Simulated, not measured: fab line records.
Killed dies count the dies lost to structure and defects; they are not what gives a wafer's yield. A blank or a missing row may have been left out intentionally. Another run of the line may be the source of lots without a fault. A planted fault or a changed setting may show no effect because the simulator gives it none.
Chamber matching -- flow gf180mcu -- 4 sister chambers for GF_V5_CMP_26 on cmp-02
The step polishes, stops on SiO2, t overpolish 15 s, target thk 0 nm. 14 wafers are shown with their chamber, then 6 later ones without.

## WAFERS WITH THEIR CHAMBER
wafer,chamber,motor_current_A (A),overpolish_run_s (s),time_to_endpoint_s (s)
L763.2,0,12.2,15.009,83.4
L763.5,0,12.0,15.014,84.6
L763.6,3,10.4,14.999,82.5
L765.2,0,12.2,15.001,88.8
L765.3,1,13.2,14.990,84.3
L765.4,3,11.2,14.996,83.7
L766.1,2,12.8,15.007,86.2
L766.6,3,11.2,15.011,84.2
L777.1,0,12.5,14.987,89.4
L777.5,3,11.2,15.005,81.7
L777.6,0,12.1,14.998,88.2
L779.3,2,12.6,15.005,85.4
L779.4,0,12.7,14.998,87.8
L779.6,2,12.8,15.004,89.9

SIGNATURES, as means of the wafers listed above
reading,chamber 0,chamber 1,chamber 2,chamber 3,scatter within a chamber
motor_current_A,12.283,13.200,12.733,11.000,0.292
overpolish_run_s,15.00117,14.99000,15.00533,15.00275,0.00764
time_to_endpoint_s,87.033,84.300,87.167,83.025,2.13
Rule: for each reading, subtract the chamber's mean from the wafer's reading, divide by that reading's scatter and square the result; add these up over the readings and take the root, which gives the wafer's distance from the chamber. If the next closest chamber is less than 2 further off than the closest, the wafer can't be placed; otherwise it belongs to the closest. The scatter is the square root of a quotient: the sum, over the shown wafers, of each reading's squared deviation from its chamber's mean, divided by wafers minus chambers.

## WAFERS WITHOUT THEIR CHAMBER
wafer,motor_current_A (A),overpolish_run_s (s),time_to_endpoint_s (s)
L780.2,13.3,15.008,78.1
L780.3,12.1,14.993,80.8
L780.6,11.1,15.012,78.5
L781.1,10.9,14.993,83.4
L781.2,12.9,15.001,83.2
L781.3,12.7,14.990,85.0

## CHAMBER TAKEN BY EACH
wafer,from the rows above,in truth
L780.2,can't be placed: 1 or 2 or 0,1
L780.3,can't be placed: 0 or 2 or 3 or 1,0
L780.6,3,3
L781.1,3,3
L781.2,can't be placed: 1 or 2 or 0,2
L781.3,can't be placed: 1 or 2 or 0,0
Correctly placed: 2 of 6. Unplaceable from these rows: 4, with the true chamber sitting among the candidates in 4. Number placed wrongly: 0.
